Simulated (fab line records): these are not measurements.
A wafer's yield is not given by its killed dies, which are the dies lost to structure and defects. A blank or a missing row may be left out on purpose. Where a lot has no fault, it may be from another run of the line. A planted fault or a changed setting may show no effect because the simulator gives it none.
fab line records	flow gf180mcu
[record] lots = 12	wafers = 36	last_day = 34
route steps=602 shown MVSD@68 M3@411
lots that met no fault: taken from a fault-free run of the same line
start_h: hours from the record's opening day to when the first of the lot's shown wafers began	wait_h: how many hours have passed since the lot's step before this one	" repeats the value in the row above	L1.1+2: one row covering several wafers at once	- no value present, or no start provided	* or withheld: withheld	< > ~ a bound
route shown NAME@n: NAME is a module with steps in the file, n the number in the route of the first one	usual: mean/standard deviation taken from wafers without a fault	same: alike in all rows	chamber/n: place in a boat	sites: each site's reading	_std_site: standard deviation across them	_edge_site: mean of outer sites minus mean of inner sites	radius_mm: for every site, how far away it sits from the centre of the wafer	mask NAME#n: copy n	behind: the last tool/chamber to shape the wafer	hold: reason for holding the lot/hours on hold/outcome of the hold	device: the n, p or np transistor that did not switch	end of line: the tests these same wafers got at the end of their route	step lacking rows: just its recipe	killed: the dies lost at the first sort to structure and to defects; this is not the yield of the wafer	map: a wafer's dies, marking killed ones x, the rest . and places with no die _
set.NAME: the run value of the setting; set.NAME@STEP: its run value at that earlier step	model.NAME: the simulator's own value behind a step, which no gauge read
steps of the route over a sample of lots; a table a step, a row a wafer
services: when a tool's chamber went out of use (start_h, in hours from the record's first day, below 0 if earlier), for how many hours, and the reason
[[steps]]
[step GF_MVSD_COAT_02]
[recipe] spin_rpm = 2000	resist_thk_nm = 3000
[usual] dispense_pressure_kPa = 53/3
lot.wafer	tool	chamber	start_h	wait_h	dispense_pressure_kPa
L372.2	litho_track-01	0	83.25	0.1	55
L372.3	"	0	"	"	55
L372.6	"	0	"	"	55
L373.1	litho_track-03	0	84.90	0.1	55
L373.2	"	0	"	"	55
L373.5	"	0	"	"	55
L374.1	litho_track-01	0	91.12	0.1	55
L374.4	"	0	"	"	55
L374.6	"	0	"	"	55
L375.3	litho_track-01	0	99.57	0.1	55
L375.4	"	0	"	"	55
L375.6	"	0	"	"	55
L376.3	litho_track-03	0	102.70	0.1	54
L376.5	"	0	"	"	55
L376.6	"	0	"	"	54
L379.1	litho_track-01	0	118.82	0.1	55
L379.2	"	0	"	"	55
L379.5	"	0	"	"	55
L381.1	litho_track-01	0	132.82	0.1	55
L381.3	"	0	"	"	55
L381.5	"	0	"	"	55
L385.1	litho_track-02	0	156.32	0.1	47
L385.4	"	0	"	"	47
L385.6	"	0	"	"	47
L386.1	litho_track-03	0	160.35	0.1	55
L386.5	"	0	"	"	55
L386.6	"	0	"	"	55
L387.2	litho_track-03	0	169.27	0.1	55
L387.3	"	0	"	"	55
L387.5	"	0	"	"	55
L391.2	litho_track-02	0	190.55	0.1	47
L391.4	"	0	"	"	47
L391.5	"	0	"	"	47
L394.1	litho_track-01	0	211.92	0.1	55
L394.3	"	0	"	"	55
L394.5	"	0	"	"	55
[step GF_MVSD_STRIP_10]
[recipe] chemistry = O2/N2	power_w = 1400	pressure_mtorr = 1500	platen_temp_c = 250	o2_flow_sccm = 2943	n2_flow_sccm = 300	overash_fraction = 0.5
[usual] drypump_motor_current_A = 6.02/0.2	heater_power_w = 358/44	o2_flow_sccm = 2943/8.7	oes_product_au = 0.722/0.0045	strip_time_to_endpoint_s = 36.98/0.11
[same] overash_fraction = 0.5
lot.wafer	tool	chamber	start_h	wait_h	drypump_motor_current_A	heater_power_w	o2_flow_sccm	oes_product_au	rf_hours_counter_h	strip_time_to_endpoint_s
L372.2	plasma_asher-01	1	90.06	0.1	5.58	382	2947	0.716	44	37.02
L372.3	"	0	"	"	5.89	410	2950	0.719	-	36.89
L372.6	"	1	"	"	5.55	380	2960	0.720	-	36.85
L373.1	plasma_asher-02	1	92.19	0.1	6.08	303	2934	0.713	44	37.12
L373.2	"	0	"	"	5.93	320	2943	0.721	44	37.24
L373.5	"	1	"	"	6.09	313	2945	0.721	-	37.12
L374.1	plasma_asher-04	0	98.64	0.1	6.22	406	2951	0.721	43	36.89
L374.4	"	1	"	"	6.06	330	2953	0.724	-	36.72
L374.6	"	0	"	"	6.22	405	2934	0.717	-	36.72
L375.3	plasma_asher-04	0	107.24	0.1	6.26	410	2944	0.718	-	36.93
L375.4	"	1	"	"	6.07	321	2941	0.721	-	36.94
L375.6	"	0	"	"	6.27	414	2913	0.716	-	37.02
L376.3	plasma_asher-04	0	110.62	0.1	6.23	410	2945	0.720	-	37.19
L376.5	"	1	"	"	6.05	316	2942	0.721	-	37.00
L376.6	"	0	"	"	6.26	412	2951	0.729	-	37.11
L379.1	plasma_asher-04	0	126.26	0.1	6.26	411	2945	0.722	46	31.95
L379.2	"	1	"	"	6.10	322	2914	0.721	46	32.03
L379.5	"	1	"	"	6.04	323	2921	0.718	-	31.95
L381.1	plasma_asher-02	1	140.54	0.1	6.15	305	2940	0.723	2	31.96
L381.3	"	0	"	"	5.94	319	2926	0.720	-	32.03
L381.5	"	1	"	"	6.15	318	2941	0.724	-	32.07
L385.1	plasma_asher-01	0	164.96	0.1	5.88	414	2939	0.710	51	36.92
L385.4	"	0	"	"	5.89	423	2936	0.729	-	36.97
L385.6	"	0	"	"	5.83	404	2944	0.719	-	36.99
L386.1	plasma_asher-04	1	169.16	0.1	6.08	322	2947	0.719	51	37.00
L386.5	"	0	"	"	6.23	418	2938	0.718	-	37.01
L386.6	"	1	"	"	6.04	323	2958	0.721	-	36.99
L387.2	plasma_asher-04	0	177.89	0.1	6.21	401	2928	0.725	52	36.87
L387.3	"	0	"	"	6.24	411	2937	0.714	-	36.88
L387.5	"	1	"	"	6.09	317	2943	0.710	-	36.90
L391.2	plasma_asher-04	1	200.06	0.1	6.05	320	2940	0.711	55	37.03
L391.4	"	1	"	"	6.06	317	2931	0.721	-	37.08
L391.5	"	1	"	"	6.06	324	2926	0.724	-	37.10
L394.1	plasma_asher-01	1	221.66	0.1	5.55	370	2941	0.719	57	36.93
L394.3	"	1	"	"	5.57	374	2947	0.724	-	36.88
L394.5	"	0	"	"	5.80	415	2958	0.720	-	37.05
[step GF_M3_SPUTTER_02]
[recipe] material = AlCu	target_thk_nm = 450	power_w = 10600	time_s = 23.9	chamber_pressure_pa = 0.4
[usual] throttle_valve_pct = 29.3/1.1
lot.wafer	tool	chamber	start_h	wait_h	throttle_valve_pct
L372.2	pvd_sputter-04	-	469.74	0.0	28.5
L372.3	"	-	"	"	27.8
L372.6	"	-	"	"	27.9
L373.1	pvd_sputter-04	-	472.97	0.0	28.5
L373.2	"	-	"	"	31.4
L373.5	"	-	"	"	27.7
L374.1	pvd_sputter-01	-	483.87	0.0	29.0
L374.4	"	-	"	"	28.4
L374.6	"	-	"	"	30.6
L375.3	pvd_sputter-02	-	496.42	0.0	27.7
L375.4	"	-	"	"	29.9
L375.6	"	-	"	"	27.9
L376.3	pvd_sputter-02	-	506.79	0.0	28.9
L376.5	"	-	"	"	28.1
L376.6	"	-	"	"	29.0
L379.1	pvd_sputter-02	-	530.27	0.0	29.1
L379.2	"	-	"	"	30.1
L379.5	"	-	"	"	28.9
L381.1	pvd_sputter-02	-	549.71	0.0	27.7
L381.3	"	-	"	"	29.4
L381.5	"	-	"	"	29.0
L385.1	pvd_sputter-01	-	586.81	0.0	28.8
L385.4	"	-	"	"	31.0
L385.6	"	-	"	"	29.1
L386.1	pvd_sputter-01	-	597.26	0.0	31.1
L386.5	"	-	"	"	30.8
L386.6	"	-	"	"	30.9
L387.2	pvd_sputter-04	-	611.31	0.0	28.0
L387.3	"	-	"	"	30.9
L387.5	"	-	"	"	28.8
L391.2	pvd_sputter-01	-	634.00	0.0	28.7
L391.4	"	-	"	"	31.2
L391.5	"	-	"	"	28.6
L394.1	pvd_sputter-04	-	653.18	0.0	31.2
L394.3	"	-	"	"	28.8
L394.5	"	-	"	"	30.8
[step GF_M3_CD_MEAS_14]
[recipe] target_cd_nm = 280
[usual] cd_nm = 280.2/1.2
lot.wafer	tool	chamber	start_h	wait_h	cd_nm
L372.2	cd_sem-01	-	494.36	0.1	278.0
L372.3	"	-	"	"	278.7
L372.6	"	-	"	"	278.9
L373.1	cd_sem-02	-	496.89	0.1	279.4
L373.2	"	-	"	"	281.1
L373.5	"	-	"	"	279.1
L374.1	cd_sem-01	-	507.69	0.1	280.4
L374.4	"	-	"	"	280.6
L374.6	"	-	"	"	280.3
L375.3	cd_sem-01	-	519.98	0.1	279.6
L375.4	"	-	"	"	278.9
L375.6	"	-	"	"	278.1
L376.3	cd_sem-01	-	529.83	0.1	279.6
L376.5	"	-	"	"	278.6
L376.6	"	-	"	"	280.0
L379.1	cd_sem-02	-	551.09	0.1	279.2
L379.2	"	-	"	"	279.5
L379.5	"	-	"	"	278.5
L381.1	cd_sem-01	-	572.29	0.1	280.8
L381.3	"	-	"	"	278.8
L381.5	"	-	"	"	279.0
L385.1	cd_sem-02	-	608.16	0.1	279.4
L385.4	"	-	"	"	280.3
L385.6	"	-	"	"	280.5
L386.1	cd_sem-01	-	618.09	0.1	280.4
L386.5	"	-	"	"	281.2
L386.6	"	-	"	"	280.5
L387.2	cd_sem-01	-	632.16	0.1	279.2
L387.3	"	-	"	"	280.0
L387.5	"	-	"	"	279.5
L391.2	cd_sem-01	-	653.81	0.1	280.4
L391.4	"	-	"	"	279.8
L391.5	"	-	"	"	281.0
L394.1	cd_sem-01	-	672.44	0.1	278.8
L394.3	"	-	"	"	278.7
L394.5	"	-	"	"	278.5
[step GF_M3_METAL_ETCH_16]
[recipe] chemistry = Cl2/BCl3	mask_material = KrF	target_depth_nm = 750.8	stop_on = SiO2	pressure_mtorr = 8	icp_w = 800	bias_w = 140	Cl2_flow_sccm = 80	bcl3_flow_sccm = 40	time_s = 125.1
[usual] drypump_motor_current_A = 5.9/0.44	he_backside_leak_sccm = 3.37/0.18	oes_product_au = 0.992/0.0053	throttle_valve_pct = 28.228/0.0096
lot.wafer	tool	chamber	start_h	wait_h	drypump_motor_current_A	he_backside_leak_sccm	oes_product_au	rf_hours_counter_h	throttle_valve_pct
L372.2	rie_metal-03	1	494.50	0.0	6.1	3.39	0.985	4	28.221
L372.3	"	1	"	"	6.2	3.37	0.978	-	28.227
L372.6	"	1	"	"	6.1	3.39	0.990	-	28.225
L373.1	rie_metal-01	1	497.05	0.0	5.4	3.49	0.983	7	28.226
L373.2	"	1	"	"	5.4	3.44	0.989	-	28.242
L373.5	"	1	"	"	5.4	3.53	0.995	-	28.221
L374.1	rie_metal-01	0	507.85	0.0	5.5	3.28	0.999	0	28.218
L374.4	"	1	"	"	5.4	3.48	0.998	-	28.208
L374.6	"	0	"	"	5.5	3.14	0.990	-	28.235
L375.3	rie_metal-04	0	520.14	0.1	6.6	3.30	0.999	-	28.219
L375.4	"	1	"	"	6.3	3.58	0.996	-	28.223
L375.6	"	0	"	"	6.6	3.15	1.000	-	28.213
L376.3	rie_metal-01	0	529.99	0.1	5.5	2.98	0.992	-	28.234
L376.5	"	1	"	"	5.4	3.45	0.996	-	28.225
L376.6	"	0	"	"	5.5	3.22	0.993	-	28.227
L379.1	rie_metal-04	0	551.25	0.0	6.6	3.51	0.991	7	28.209
L379.2	"	1	"	"	6.3	3.68	1.001	0	28.256
L379.5	"	0	"	"	6.6	3.44	1.001	-	28.213
L381.1	rie_metal-03	1	572.45	0.0	6.1	3.40	0.991	6	28.234
L381.3	"	1	"	"	6.1	3.22	0.986	-	28.226
L381.5	"	1	"	"	6.1	3.29	0.991	-	28.230
L385.1	rie_metal-04	0	608.32	0.0	6.6	3.34	0.991	9	28.217
L385.4	"	0	"	"	6.6	3.44	0.995	-	28.225
L385.6	"	0	"	"	6.6	3.46	0.988	-	28.242
L386.1	rie_metal-04	0	618.25	0.0	6.6	3.25	0.993	10	28.223
L386.5	"	0	"	"	6.6	3.36	0.999	-	28.218
L386.6	"	1	"	"	6.3	3.68	0.992	-	28.234
L387.2	rie_metal-04	1	632.30	0.0	6.3	3.60	1.000	3	28.226
L387.3	"	1	"	"	6.3	3.55	0.993	-	28.239
L387.5	"	1	"	"	6.3	3.51	0.997	-	28.230
L391.2	rie_metal-03	0	653.95	0.0	5.6	3.26	0.990	10	28.240
L391.4	"	1	"	"	6.1	3.22	0.982	-	28.229
L391.5	"	1	"	"	6.1	3.42	0.997	-	28.227
L394.1	rie_metal-03	0	672.60	0.0	5.7	3.32	0.992	11	28.227
L394.3	"	1	"	"	6.2	3.38	0.986	-	28.230
L394.5	"	1	"	"	6.2	3.25	0.985	-	28.221
[[services]]
tool	chamber	start_h	hours	kind
pvd_sputter-02	-	60.60	2.2	repair
pvd_sputter-02	-	192.34	4.6	repair
rie_metal-03	-	204.24	2.8	pm
pvd_sputter-01	-	210.76	4.4	repair
pvd_sputter-04	-	213.79	3.1	repair
rie_metal-03	-	239.99	1.4	pm
rie_metal-03	-	261.75	0.4	repair
rie_metal-04	0	288.29	7.9	repair
pvd_sputter-01	-	288.57	1.9	repair
pvd_sputter-02	-	290.43	24.7	repair
pvd_sputter-01	-	301.03	1.3	repair
pvd_sputter-01	-	309.95	5.5	repair
plasma_asher-04	-	317.19	0.8	repair
pvd_sputter-04	-	344.46	1.6	repair
pvd_sputter-02	-	345.59	2.9	repair
plasma_asher-04	-	372.44	2.8	pm
pvd_sputter-01	-	399.57	2.4	repair
pvd_sputter-02	-	448.25	4.5	repair
rie_metal-04	-	450.84	1.4	pm
pvd_sputter-02	-	453.21	4.3	repair
rie_metal-03	0	472.86	1.8	repair
pvd_sputter-02	-	499.35	1.5	repair
plasma_asher-04	-	524.14	3.7	repair
plasma_asher-04	-	663.43	15.1	pm
[[key]]
[first_sign] step = GF_MVSD_STRIP_10	reading = strip_time_to_endpoint_s	direction = down	sigmas = 46	usual = *	struck = *
effect none on later readings
met_at GF_MVSD_COAT_02
struck_lots L379,L381
tester_left_out L379,L381
not_acting_at GF_M3_SPUTTER_02,GF_M3_CD_MEAS_14,GF_M3_METAL_ETCH_16
onset_between 99.57 118.82
[fault] kind = process_parameter_drift	tool = litho_track-01	chamber = -	onset_h = 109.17	steps = GF_MVSD_COAT_02	channel = resist_thk_nm	offset = *	shape = step	end_h = 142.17	acts_in = *	stated = *
// tester_left_out: of these lots the tester's yield and bins aren't shown, on N5 and GAA mostly nor the transistor test; their killed dies are dies lost to structure and defects alone, not to doping, threshold or leakage, so they don't give the yield
